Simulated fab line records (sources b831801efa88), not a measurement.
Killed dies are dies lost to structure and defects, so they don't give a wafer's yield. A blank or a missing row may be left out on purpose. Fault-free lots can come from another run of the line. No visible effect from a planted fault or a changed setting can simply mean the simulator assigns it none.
Which tool is to blame? / flow sky130 / 13 lots with 39 wafers sampled at 5 steps, on a route of 708 steps

== WHAT THE GAUGES SHOWED, per wafer ==
SKY_FIELD_ISO_THK_MEAS_02.
lot=L212; measured=day 1 19:20; on=filmMetro-02; FIELD_ISO_OXIDATION_00_THK (nm)=11.5 11.4 11.6
lot=L214; measured=day 2 06:30; on=filmMetro-02; FIELD_ISO_OXIDATION_00_THK (nm)=11.6 11.6 11.4
lot=L215; measured=day 2 13:33; on=filmMetro-02; FIELD_ISO_OXIDATION_00_THK (nm)=11.9 12.0 11.8
lot=L217; measured=day 2 21:46; on=filmMetro-03; FIELD_ISO_OXIDATION_00_THK (nm)=12.2 12.2 12.2
lot=L218; measured=day 2 23:35; on=filmMetro-01; FIELD_ISO_OXIDATION_00_THK (nm)=11.8 11.8 11.6
lot=L219; measured=day 3 03:38; on=filmMetro-01; FIELD_ISO_OXIDATION_00_THK (nm)=12.5 12.6 12.3
lot=L226; measured=day 4 15:31; on=filmMetro-03; FIELD_ISO_OXIDATION_00_THK (nm)=12.3 12.4 12.2
lot=L227; measured=day 4 19:39; on=filmMetro-03; FIELD_ISO_OXIDATION_00_THK (nm)=12.1 12.0 12.2
lot=L228; measured=day 5 00:51; on=filmMetro-03; FIELD_ISO_OXIDATION_00_THK (nm)=11.9 12.0 11.7
lot=L229; measured=day 5 06:38; on=filmMetro-01; FIELD_ISO_OXIDATION_00_THK (nm)=11.7 12.1 11.9
lot=L231; measured=day 5 19:22; on=filmMetro-03; FIELD_ISO_OXIDATION_00_THK (nm)=12.1 11.9 11.9
lot=L233; measured=day 6 03:51; on=filmMetro-02; FIELD_ISO_OXIDATION_00_THK (nm)=12.2 12.2 12.2
lot=L232; measured=day 6 03:52; on=filmMetro-03; FIELD_ISO_OXIDATION_00_THK (nm)=12.4 12.7 12.2

SKY_POLY_GATE_THK_MEAS_04.
lot=L212; measured=day 16 02:54; on=filmMetro-04; POLY_GATE_CVD_03_THK (nm)=75.4 74.8 75.5
lot=L214; measured=day 16 20:39; on=filmMetro-02; POLY_GATE_CVD_03_THK (nm)=76.0 75.8 75.7
lot=L215; measured=day 16 20:42; on=filmMetro-01; POLY_GATE_CVD_03_THK (nm)=74.8 75.2 75.3
lot=L217; measured=day 17 07:19; on=filmMetro-01; POLY_GATE_CVD_03_THK (nm)=75.8 76.7 76.5
lot=L218; measured=day 17 18:13; on=filmMetro-02; POLY_GATE_CVD_03_THK (nm)=75.4 75.8 75.5
lot=L219; measured=day 18 07:08; on=filmMetro-04; POLY_GATE_CVD_03_THK (nm)=75.6 76.4 76.3
lot=L226; measured=day 21 20:29; on=filmMetro-01; POLY_GATE_CVD_03_THK (nm)=75.8 75.7 76.0
lot=L227; measured=day 21 19:07; on=filmMetro-02; POLY_GATE_CVD_03_THK (nm)=76.4 76.1 76.3
lot=L228; measured=day 22 06:53; on=filmMetro-04; POLY_GATE_CVD_03_THK (nm)=76.0 76.5 76.0
lot=L229; measured=day 22 02:52; on=filmMetro-02; POLY_GATE_CVD_03_THK (nm)=75.2 75.5 75.1
lot=L231; measured=day 22 18:44; on=filmMetro-01; POLY_GATE_CVD_03_THK (nm)=75.8 76.3 75.6
lot=L233; measured=day 23 13:29; on=filmMetro-01; POLY_GATE_CVD_03_THK (nm)=75.6 75.3 75.4
lot=L232; measured=day 23 11:31; on=filmMetro-01; POLY_GATE_CVD_03_THK (nm)=76.7 76.3 76.1

SKY_SD_N_CD_MEAS_07: the cd target is 380 nm.
lot=L212; measured=day 28 18:01; on=cdSem-02; cdNm (nm)=380.3 381.4 380.5
lot=L214; measured=day 29 11:43; on=cdSem-01; cdNm (nm)=375.7 380.6 375.9
lot=L215; measured=day 29 14:16; on=cdSem-02; cdNm (nm)=382.8 378.7 378.8
lot=L217; measured=day 29 23:11; on=cdSem-01; cdNm (nm)=375.0 373.6 375.4
lot=L218; measured=day 30 08:18; on=cdSem-02; cdNm (nm)=382.1 381.7 383.2
lot=L219; measured=day 30 21:09; on=cdSem-02; cdNm (nm)=381.2 380.9 380.9
lot=L226; measured=day 33 22:29; on=cdSem-02; cdNm (nm)=381.6 381.1 378.9
lot=L227; measured=day 33 21:16; on=cdSem-01; cdNm (nm)=374.8 378.0 378.4
lot=L228; measured=day 34 09:46; on=cdSem-02; cdNm (nm)=379.9 378.5 378.6
lot=L229; measured=day 34 04:32; on=cdSem-02; cdNm (nm)=378.3 381.1 379.1
lot=L231; measured=day 34 21:12; on=cdSem-02; cdNm (nm)=378.4 379.1 377.5
lot=L233; measured=day 35 14:19; on=cdSem-02; cdNm (nm)=385.1 383.0 383.7
lot=L232; measured=day 35 10:29; on=cdSem-02; cdNm (nm)=380.3 382.2 378.8

== WHICH TOOL RAN EACH LOT (tool, then ch and the chambers of the sampled wafers, then the start) ==
lot=L212; SKY_VT_ADJUST_PCH_COAT_02=lithoTrack-03 ch 0, day 10 16:29; SKY_VT_ADJUST_PCH_STRIP_09=plasmaAsher-02 ch 0,1, day 11 04:41
lot=L214; SKY_VT_ADJUST_PCH_COAT_02=lithoTrack-02 ch 0, day 10 19:52; SKY_VT_ADJUST_PCH_STRIP_09=plasmaAsher-02 ch 0,1, day 11 07:47
lot=L215; SKY_VT_ADJUST_PCH_COAT_02=lithoTrack-03 ch 0, day 11 08:22; SKY_VT_ADJUST_PCH_STRIP_09=plasmaAsher-04 ch 0,1, day 11 21:05
lot=L217; SKY_VT_ADJUST_PCH_COAT_02=lithoTrack-02 ch 0, day 11 19:32; SKY_VT_ADJUST_PCH_STRIP_09=plasmaAsher-04 ch 0,1, day 12 08:21
lot=L218; SKY_VT_ADJUST_PCH_COAT_02=lithoTrack-02 ch 0, day 12 04:38; SKY_VT_ADJUST_PCH_STRIP_09=plasmaAsher-04 ch 0,1, day 12 17:07
lot=L219; SKY_VT_ADJUST_PCH_COAT_02=lithoTrack-02 ch 0, day 12 15:14; SKY_VT_ADJUST_PCH_STRIP_09=plasmaAsher-03 ch 0,1, day 13 04:41
lot=L226; SKY_VT_ADJUST_PCH_COAT_02=lithoTrack-01 ch 0, day 15 14:44; SKY_VT_ADJUST_PCH_STRIP_09=plasmaAsher-03 ch 0,1, day 16 04:48
lot=L227; SKY_VT_ADJUST_PCH_COAT_02=lithoTrack-03 ch 0, day 15 14:07; SKY_VT_ADJUST_PCH_STRIP_09=plasmaAsher-03 ch 0,1, day 16 04:06
lot=L228; SKY_VT_ADJUST_PCH_COAT_02=lithoTrack-02 ch 0, day 16 01:56; SKY_VT_ADJUST_PCH_STRIP_09=plasmaAsher-04 ch 0,1, day 16 16:11
lot=L229; SKY_VT_ADJUST_PCH_COAT_02=lithoTrack-01 ch 0, day 15 23:01; SKY_VT_ADJUST_PCH_STRIP_09=plasmaAsher-04 ch 0,1, day 16 13:50
lot=L231; SKY_VT_ADJUST_PCH_COAT_02=lithoTrack-01 ch 0, day 16 11:41; SKY_VT_ADJUST_PCH_STRIP_09=plasmaAsher-02 ch 0,1, day 17 01:06
lot=L233; SKY_VT_ADJUST_PCH_COAT_02=lithoTrack-01 ch 0, day 17 03:19; SKY_VT_ADJUST_PCH_STRIP_09=plasmaAsher-04 ch 0,1, day 17 19:18
lot=L232; SKY_VT_ADJUST_PCH_COAT_02=lithoTrack-02 ch 0, day 17 01:41; SKY_VT_ADJUST_PCH_STRIP_09=plasmaAsher-02 ch 0,1, day 17 18:02
- SKY_VT_ADJUST_PCH_COAT_02: resist thk 3000 nm.
- SKY_VT_ADJUST_PCH_STRIP_09: strips in O2/N2.

== AS READ BY THE TOOLS THEMSELVES (means over the sampled wafers that have a number; for cases with no such wafer, the mark the record gives instead) ==
SKY_VT_ADJUST_PCH_COAT_02.
lot=L212; tool=lithoTrack-03; spinSpeedRpm (rpm)=1999.3
lot=L214; tool=lithoTrack-02; spinSpeedRpm (rpm)=2002.3
lot=L215; tool=lithoTrack-03; spinSpeedRpm (rpm)=1997.5
lot=L217; tool=lithoTrack-02; spinSpeedRpm (rpm)=2001.1
lot=L218; tool=lithoTrack-02; spinSpeedRpm (rpm)=2736.2
lot=L219; tool=lithoTrack-02; spinSpeedRpm (rpm)=2735.5
lot=L226; tool=lithoTrack-01; spinSpeedRpm (rpm)=2000.6
lot=L227; tool=lithoTrack-03; spinSpeedRpm (rpm)=2000.8
lot=L228; tool=lithoTrack-02; spinSpeedRpm (rpm)=1999.5
lot=L229; tool=lithoTrack-01; spinSpeedRpm (rpm)=1999.1
lot=L231; tool=lithoTrack-01; spinSpeedRpm (rpm)=1999.1
lot=L233; tool=lithoTrack-01; spinSpeedRpm (rpm)=2000.0
lot=L232; tool=lithoTrack-02; spinSpeedRpm (rpm)=2000.7

SKY_VT_ADJUST_PCH_STRIP_09.
lot=L212; tool=plasmaAsher-02; drypumpMotorCurrentA (A)=5.6; oesProductAu (a.u.)=0.723; stripTimeToEndpointS (s)=36.97
lot=L214; tool=plasmaAsher-02; drypumpMotorCurrentA (A)=5.6; oesProductAu (a.u.)=0.721; stripTimeToEndpointS (s)=36.96
lot=L215; tool=plasmaAsher-04; drypumpMotorCurrentA (A)=5.3; oesProductAu (a.u.)=0.719; stripTimeToEndpointS (s)=36.86
lot=L217; tool=plasmaAsher-04; drypumpMotorCurrentA (A)=5.2; oesProductAu (a.u.)=0.722; stripTimeToEndpointS (s)=37.05
lot=L218; tool=plasmaAsher-04; drypumpMotorCurrentA (A)=5.3; oesProductAu (a.u.)=0.719; stripTimeToEndpointS (s)=31.91
lot=L219; tool=plasmaAsher-03; drypumpMotorCurrentA (A)=5.7; oesProductAu (a.u.)=0.721; stripTimeToEndpointS (s)=32.02
lot=L226; tool=plasmaAsher-03; drypumpMotorCurrentA (A)=5.6; oesProductAu (a.u.)=0.723; stripTimeToEndpointS (s)=36.85
lot=L227; tool=plasmaAsher-03; drypumpMotorCurrentA (A)=5.3; oesProductAu (a.u.)=0.717; stripTimeToEndpointS (s)=37.09
lot=L228; tool=plasmaAsher-04; drypumpMotorCurrentA (A)=5.3; oesProductAu (a.u.)=0.717; stripTimeToEndpointS (s)=36.98
lot=L229; tool=plasmaAsher-04; drypumpMotorCurrentA (A)=5.2; oesProductAu (a.u.)=0.722; stripTimeToEndpointS (s)=37.02
lot=L231; tool=plasmaAsher-02; drypumpMotorCurrentA (A)=5.6; oesProductAu (a.u.)=0.728; stripTimeToEndpointS (s)=36.99
lot=L233; tool=plasmaAsher-04; drypumpMotorCurrentA (A)=5.3; oesProductAu (a.u.)=0.728; stripTimeToEndpointS (s)=36.93
lot=L232; tool=plasmaAsher-02; drypumpMotorCurrentA (A)=5.6; oesProductAu (a.u.)=0.723; stripTimeToEndpointS (s)=36.89

== THE ANSWER, worked out from the rows above alone ==
Rule: what is usual is taken from the lots themselves. The widest of any qualifying gaps counts: lots, ordered by their means at a reading, are off when they make up no more than a third of the lots, leave a main group of 4 or more, and stand apart from it by 3 or more times the standard deviation of that group's means. A main group whose means are all the same, to the digits that the tables above print for the reading, isn't used. Also off: a lot with no number at a reading for which 4 or more lots have one. All remaining lots with rows at the step are treated as sound. Order of review: gauges by route order, followed by the tools' own readings, for which a lot's mean as printed above is used. The first step at which some lot is off is used, and at that step the reading that is off furthest; a lot without a number counts as furthest.
Off: L218, L219, at SKY_VT_ADJUST_PCH_COAT_02 (spinSpeedRpm). The main group has a mean of 2000.0 rpm with a standard deviation of 1.2.
If a tool, at that step or one of the process steps before it, ran each lot that is off and ran no sound lot following the first of them, it fits. Of those tried, none fits.

== WHAT HAD BEEN PUT IN BY THE SIMULATOR ==
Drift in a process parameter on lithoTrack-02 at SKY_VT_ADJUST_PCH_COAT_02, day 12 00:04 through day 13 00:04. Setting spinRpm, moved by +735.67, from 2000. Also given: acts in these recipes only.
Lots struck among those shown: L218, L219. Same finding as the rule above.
